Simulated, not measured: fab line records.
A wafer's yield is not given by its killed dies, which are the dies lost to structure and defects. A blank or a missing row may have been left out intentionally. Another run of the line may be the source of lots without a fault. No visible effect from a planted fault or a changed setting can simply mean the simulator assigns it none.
Which tool was responsible? :: flow gf180mcu :: Sampling: 15 lots, 45 wafers, 4 of 602 route steps

## WHAT THE GAUGES SHOWED, per wafer
GF_VT_IMPLANT_OVL_MEAS_29. Usual: for VT_IMPLANT_02_OVL the level is 0.2 nm and the standard deviation is 1.5.
lot: L381
measured: day 6 17:07
on: overlay-02
VT_IMPLANT_02_OVL (nm): -0.6 2.0 -0.3
flag: 

lot: L382
measured: day 7 03:44
on: overlay-02
VT_IMPLANT_02_OVL (nm): 0.9 2.1 1.7
flag: 

lot: L384
measured: day 7 17:32
on: overlay-01
VT_IMPLANT_02_OVL (nm): 0.3 0.3 -0.2
flag: 

lot: L386
measured: day 8 13:53
on: overlay-01
VT_IMPLANT_02_OVL (nm): -1.8 0.2 -0.2
flag: 

lot: L387
measured: day 8 14:26
on: overlay-02
VT_IMPLANT_02_OVL (nm): 0.9 0.1 -0.5
flag: 

lot: L388
measured: day 8 14:43
on: overlay-01
VT_IMPLANT_02_OVL (nm): 0.7 -0.7 -0.9
flag: 

lot: L391
measured: day 9 11:01
on: overlay-01
VT_IMPLANT_02_OVL (nm): -1.4 0.2 0.0
flag: 

lot: L393
measured: day 10 01:37
on: overlay-02
VT_IMPLANT_02_OVL (nm): - - -
flag: OFF

lot: L394
measured: day 10 14:25
on: overlay-01
VT_IMPLANT_02_OVL (nm): - - -
flag: OFF

lot: L395
measured: day 10 21:48
on: overlay-01
VT_IMPLANT_02_OVL (nm): - - -
flag: OFF

lot: L396
measured: day 11 09:48
on: overlay-02
VT_IMPLANT_02_OVL (nm): 0.8 1.1 -0.6
flag: 

lot: L400
measured: day 12 07:43
on: overlay-01
VT_IMPLANT_02_OVL (nm): 1.5 0.6 1.6
flag: 

lot: L402
measured: day 12 22:58
on: overlay-01
VT_IMPLANT_02_OVL (nm): 2.4 1.5 1.5
flag: 

lot: L403
measured: day 12 23:55
on: overlay-01
VT_IMPLANT_02_OVL (nm): -1.3 -1.8 -1.3
flag: 

lot: L404
measured: day 13 05:27
on: overlay-01
VT_IMPLANT_02_OVL (nm): 0.4 1.6 2.7
flag: 

GF_DUAL_GATE_THK_MEAS_03. Usual: for DUAL_GATE_OXIDATION_00_THK the level is 10.94 nm and the standard deviation is 0.27.
lot: L381
measured: day 7 12:04
on: film_metro-01
DUAL_GATE_OXIDATION_00_THK (nm): 11.75 11.71 11.63
flag: 

lot: L382
measured: day 7 21:37
on: film_metro-04
DUAL_GATE_OXIDATION_00_THK (nm): 11.10 10.96 11.05
flag: 

lot: L384
measured: day 8 12:14
on: film_metro-04
DUAL_GATE_OXIDATION_00_THK (nm): 11.12 11.35 11.26
flag: 

lot: L386
measured: day 9 10:55
on: film_metro-01
DUAL_GATE_OXIDATION_00_THK (nm): 10.62 10.58 10.56
flag: 

lot: L387
measured: day 9 10:54
on: film_metro-04
DUAL_GATE_OXIDATION_00_THK (nm): 10.53 10.62 10.50
flag: 

lot: L388
measured: day 9 10:56
on: film_metro-01
DUAL_GATE_OXIDATION_00_THK (nm): 10.99 10.97 11.06
flag: 

lot: L391
measured: day 10 09:22
on: film_metro-01
DUAL_GATE_OXIDATION_00_THK (nm): 11.26 11.25 11.23
flag: 

lot: L396
measured: day 12 07:47
on: film_metro-01
DUAL_GATE_OXIDATION_00_THK (nm): 11.19 11.12 11.03
flag: 

lot: L400
measured: day 13 06:10
on: film_metro-04
DUAL_GATE_OXIDATION_00_THK (nm): 10.33 10.35 10.40
flag: 

lot: L402
measured: day 13 21:39
on: film_metro-04
DUAL_GATE_OXIDATION_00_THK (nm): 10.70 10.72 10.77
flag: 

lot: L403
measured: day 13 23:20
on: film_metro-04
DUAL_GATE_OXIDATION_00_THK (nm): 10.76 11.04 10.84
flag: 

lot: L404
measured: day 14 08:22
on: film_metro-03
DUAL_GATE_OXIDATION_00_THK (nm): 11.04 11.11 10.96
flag: 

## TOOL THAT RAN EACH LOT (tool first, then ch and the chambers of the sampled wafers, then the start)
lot: L381
GF_MVPSD_STRIP_10: plasma_asher-01 ch 0,1, day 5 01:22
GF_VT_IMPLANT_DEVELOP_28: litho_track-01 ch 0, day 6 16:59

lot: L382
GF_MVPSD_STRIP_10: plasma_asher-03 ch 0,1, day 5 06:50
GF_VT_IMPLANT_DEVELOP_28: litho_track-02 ch 0, day 7 03:36

lot: L384
GF_MVPSD_STRIP_10: plasma_asher-02 ch 0, day 5 21:28
GF_VT_IMPLANT_DEVELOP_28: litho_track-02 ch 0, day 7 17:23

lot: L386
GF_MVPSD_STRIP_10: plasma_asher-02 ch 0,1, day 6 14:31
GF_VT_IMPLANT_DEVELOP_28: litho_track-02 ch 0, day 8 13:48

lot: L387
GF_MVPSD_STRIP_10: plasma_asher-01 ch 0,1, day 6 15:03
GF_VT_IMPLANT_DEVELOP_28: litho_track-03 ch 0, day 8 14:19

lot: L388
GF_MVPSD_STRIP_10: plasma_asher-03 ch 0,1, day 6 15:56
GF_VT_IMPLANT_DEVELOP_28: litho_track-03 ch 0, day 8 14:34

lot: L391
GF_MVPSD_STRIP_10: plasma_asher-02 ch 0,1, day 7 09:16
GF_VT_IMPLANT_DEVELOP_28: litho_track-03 ch 0, day 9 10:52

lot: L393
GF_MVPSD_STRIP_10: plasma_asher-02 ch 0,1, day 7 22:40
GF_VT_IMPLANT_DEVELOP_28: litho_track-03, day 10 01:29

lot: L394
GF_MVPSD_STRIP_10: plasma_asher-01 ch 1, day 8 10:58
GF_VT_IMPLANT_DEVELOP_28: litho_track-02, day 10 14:15

lot: L395
GF_MVPSD_STRIP_10: plasma_asher-02 ch 0,1, day 8 15:58
GF_VT_IMPLANT_DEVELOP_28: litho_track-01, day 10 21:39

lot: L396
GF_MVPSD_STRIP_10: plasma_asher-01 ch 0,1, day 9 03:26
GF_VT_IMPLANT_DEVELOP_28: litho_track-01 ch 0, day 11 09:39

lot: L400
GF_MVPSD_STRIP_10: plasma_asher-01 ch 0,1, day 10 00:40
GF_VT_IMPLANT_DEVELOP_28: litho_track-03 ch 0, day 12 07:35

lot: L402
GF_MVPSD_STRIP_10: plasma_asher-01 ch 0,1, day 10 13:29
GF_VT_IMPLANT_DEVELOP_28: litho_track-02 ch 0, day 12 22:49

lot: L403
GF_MVPSD_STRIP_10: plasma_asher-02 ch 0,1, day 10 14:25
GF_VT_IMPLANT_DEVELOP_28: litho_track-02 ch 0, day 12 23:46

lot: L404
GF_MVPSD_STRIP_10: plasma_asher-02 ch 0,1, day 10 20:26
GF_VT_IMPLANT_DEVELOP_28: litho_track-01 ch 0, day 13 05:18
- GF_MVPSD_STRIP_10: strips in O2/N2.
- GF_VT_IMPLANT_DEVELOP_28: develop time 60 s.

## AS READ BY THE TOOLS THEMSELVES (means over the sampled wafers that have a number; for cases with no such wafer, the mark the record gives instead)
GF_MVPSD_STRIP_10. Usual: drypump_motor_current_A 5.6 A, standard deviation 0.36; heater_power_w 339 W, standard deviation 19; n2_flow_sccm 300.1 sccm, standard deviation 0.85; oes_product_au 0.723 a.u., standard deviation 0.0041; strip_time_to_endpoint_s 36.95 s, standard deviation 0.12.
lot: L381
tool: plasma_asher-01
drypump_motor_current_A (A): 5.7
heater_power_w (W): 326
n2_flow_sccm (sccm): 299.8
oes_product_au (a.u.): 0.725
strip_time_to_endpoint_s (s): 36.70
flag: 

lot: L382
tool: plasma_asher-03
drypump_motor_current_A (A): 5.8
heater_power_w (W): 363
n2_flow_sccm (sccm): 300.5
oes_product_au (a.u.): 0.726
strip_time_to_endpoint_s (s): 37.10
flag: 

lot: L384
tool: plasma_asher-02
drypump_motor_current_A (A): 5.9
heater_power_w (W): 357
n2_flow_sccm (sccm): 299.6
oes_product_au (a.u.): 0.717
strip_time_to_endpoint_s (s): 36.89
flag: 

lot: L386
tool: plasma_asher-02
drypump_motor_current_A (A): 5.6
heater_power_w (W): 352
n2_flow_sccm (sccm): 301.1
oes_product_au (a.u.): 0.723
strip_time_to_endpoint_s (s): 36.82
flag: 

lot: L387
tool: plasma_asher-01
drypump_motor_current_A (A): 5.7
heater_power_w (W): 328
n2_flow_sccm (sccm): 299.6
oes_product_au (a.u.): 0.724
strip_time_to_endpoint_s (s): 36.85
flag: 

lot: L388
tool: plasma_asher-03
drypump_motor_current_A (A): 5.8
heater_power_w (W): 358
n2_flow_sccm (sccm): 299.8
oes_product_au (a.u.): 0.725
strip_time_to_endpoint_s (s): 37.05
flag: 

lot: L391
tool: plasma_asher-02
drypump_motor_current_A (A): 5.7
heater_power_w (W): 348
n2_flow_sccm (sccm): 299.4
oes_product_au (a.u.): 0.724
strip_time_to_endpoint_s (s): 36.87
flag: 

lot: L393
tool: plasma_asher-02
drypump_motor_current_A (A): 5.7
heater_power_w (W): 349
n2_flow_sccm (sccm): 299.9
oes_product_au (a.u.): 0.720
strip_time_to_endpoint_s (s): 36.99
flag: 

lot: L394
tool: plasma_asher-01
drypump_motor_current_A (A): 5.9
heater_power_w (W): 326
n2_flow_sccm (sccm): 298.8
oes_product_au (a.u.): 0.723
strip_time_to_endpoint_s (s): 36.81
flag: 

lot: L395
tool: plasma_asher-02
drypump_motor_current_A (A): 5.3
heater_power_w (W): 344
n2_flow_sccm (sccm): 300.3
oes_product_au (a.u.): 0.721
strip_time_to_endpoint_s (s): 36.89
flag: 

lot: L396
tool: plasma_asher-01
drypump_motor_current_A (A): 5.4
heater_power_w (W): 321
n2_flow_sccm (sccm): 300.2
oes_product_au (a.u.): 0.723
strip_time_to_endpoint_s (s): 36.86
flag: 

lot: L400
tool: plasma_asher-01
drypump_motor_current_A (A): 5.7
heater_power_w (W): 327
n2_flow_sccm (sccm): 299.6
oes_product_au (a.u.): 0.723
strip_time_to_endpoint_s (s): 36.90
flag: 

lot: L402
tool: plasma_asher-01
drypump_motor_current_A (A): 5.7
heater_power_w (W): 329
n2_flow_sccm (sccm): 299.7
oes_product_au (a.u.): 0.728
strip_time_to_endpoint_s (s): 36.88
flag: 

lot: L403
tool: plasma_asher-02
drypump_motor_current_A (A): 5.6
heater_power_w (W): 347
n2_flow_sccm (sccm): 299.7
oes_product_au (a.u.): 0.722
strip_time_to_endpoint_s (s): 36.92
flag: 

lot: L404
tool: plasma_asher-02
drypump_motor_current_A (A): 5.4
heater_power_w (W): 345
n2_flow_sccm (sccm): 300.9
oes_product_au (a.u.): 0.720
strip_time_to_endpoint_s (s): 37.07
flag: 

GF_VT_IMPLANT_DEVELOP_28. Usual: chill_plate_temp_C 22.99 C, standard deviation 0.1; resist_line_temp_C 23.01 C, standard deviation 0.099.
lot: L381
tool: litho_track-01
chill_plate_temp_C (C): 23.10
resist_line_temp_C (C): 23.06
flag: 

lot: L382
tool: litho_track-02
chill_plate_temp_C (C): 23.01
resist_line_temp_C (C): 22.95
flag: 

lot: L384
tool: litho_track-02
chill_plate_temp_C (C): 22.82
resist_line_temp_C (C): 22.86
flag: 

lot: L386
tool: litho_track-02
chill_plate_temp_C (C): 23.04
resist_line_temp_C (C): 22.99
flag: 

lot: L387
tool: litho_track-03
chill_plate_temp_C (C): 22.96
resist_line_temp_C (C): 22.94
flag: 

lot: L388
tool: litho_track-03
chill_plate_temp_C (C): 23.06
resist_line_temp_C (C): 23.06
flag: 

lot: L391
tool: litho_track-03
chill_plate_temp_C (C): 22.94
resist_line_temp_C (C): 22.86
flag: 

lot: L393
tool: litho_track-03
chill_plate_temp_C (C): -
resist_line_temp_C (C): -
flag: OFF

lot: L394
tool: litho_track-02
chill_plate_temp_C (C): -
resist_line_temp_C (C): -
flag: OFF

lot: L395
tool: litho_track-01
chill_plate_temp_C (C): -
resist_line_temp_C (C): -
flag: OFF

lot: L396
tool: litho_track-01
chill_plate_temp_C (C): 23.10
resist_line_temp_C (C): 23.16
flag: 

lot: L400
tool: litho_track-03
chill_plate_temp_C (C): 23.01
resist_line_temp_C (C): 23.07
flag: 

lot: L402
tool: litho_track-02
chill_plate_temp_C (C): 22.98
resist_line_temp_C (C): 23.02
flag: 

lot: L403
tool: litho_track-02
chill_plate_temp_C (C): 23.03
resist_line_temp_C (C): 22.99
flag: 

lot: L404
tool: litho_track-01
chill_plate_temp_C (C): 22.98
resist_line_temp_C (C): 22.91
flag: 

## THE ANSWER, worked out from the rows above alone
Rule: a lot counts as off when the mean over its wafers that have a number is more than 3 standard deviations away from the usual mean. Also off: a lot with no number at a reading for which 4 or more lots have one. Any other lot the step has rows for is counted as sound. Order of review: gauges by route order, followed by the tools' own readings, for which a lot's mean as printed above is used. At the first step where some lot is off, the reading lying furthest off is the one used; lots without a number count as furthest.
Off: L393, L394, L395, at GF_VT_IMPLANT_OVL_MEAS_29 (VT_IMPLANT_02_OVL). Without a number there: L393, L394, L395.
A tool fits if, at a process step before that reading, it ran every lot that is off, and no sound lot after the first of them. Not tried: the gauges at GF_VT_IMPLANT_OVL_MEAS_29; whatever is off there is also off at GF_VT_IMPLANT_DEVELOP_28, on other tools, and gauge error can't account for it. No candidate that was tried fits.

## WHAT HAD BEEN PUT IN BY THE SIMULATOR
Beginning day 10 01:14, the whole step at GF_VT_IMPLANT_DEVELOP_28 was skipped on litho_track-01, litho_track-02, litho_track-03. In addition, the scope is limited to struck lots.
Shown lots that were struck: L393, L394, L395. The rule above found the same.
